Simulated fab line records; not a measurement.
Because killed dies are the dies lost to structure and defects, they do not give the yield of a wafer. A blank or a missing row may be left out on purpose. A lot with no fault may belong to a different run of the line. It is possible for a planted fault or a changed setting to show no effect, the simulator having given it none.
2 desks, one fault	flow gf180mcu	each desk has only its own numbers; what lay behind them comes last

## THE METROLOGY DESK
Means of the sampled wafers that have a number, per lot and without regard to the tool the lot ran on: this is what the gauges read. Marked OUT: a lot whose mean sits more than 4 standard deviations from the usual mean, which makes it out of limits; the brackets give that distance.
Columns: A = V2_OVL at GF_V2_OVL_MEAS_15, usual 1 nm; B = V2_W_RS at GF_V2_RS_MEAS_24, usual 0.326 ohm/sq; C = V2_W_THK at GF_V2_THK_MEAS_25, usual 348 nm
lot	first seen here	A	B	C
L244	day 21 12:49	-1	0.329	345
L246	day 22 10:10	-2	0.319	360
L250	day 23 19:25	-3	0.321	350
L251	day 24 08:08	4	0.325	347
L254	day 25 09:07	6	0.325	348
L257	day 26 03:46	9	0.324	356
L263	day 27 22:29	3	0.322	355
This desk's finding: nothing out of limits on any of the 7 lots.

## DESK OF THE TOOL OWNER: pvd_sputter-03
The tool's own readings at GF_M3_SPUTTER_00 (material Ti, target thk 37.5 nm, time 150 s): means of the sampled wafers that have a number, for each lot that ran on this tool. Marked OUT: a lot whose mean sits more than 4 standard deviations from the usual mean, which makes it out of limits; the brackets give that distance.
Columns: A = substrate_temp_c at GF_M3_SPUTTER_00, usual 200.04 C; B = throttle_valve_pct at GF_M3_SPUTTER_00, usual 29.7 %
lot	first seen here	A	B
L246	day 22 11:33	200.12	29.7
L250	day 23 20:48	199.92	29.8
L251	day 24 09:34	200.18	29.4
L254	day 25 10:30	199.95	29.1
This desk's finding: nothing out of limits on any of the 4 lots.

## ALL TOGETHER
At the metrology desk, nothing out of limits was observed.
Nothing out of limits was seen by the tool owner's desk.

## WHAT THE SIMULATOR HAD INSERTED
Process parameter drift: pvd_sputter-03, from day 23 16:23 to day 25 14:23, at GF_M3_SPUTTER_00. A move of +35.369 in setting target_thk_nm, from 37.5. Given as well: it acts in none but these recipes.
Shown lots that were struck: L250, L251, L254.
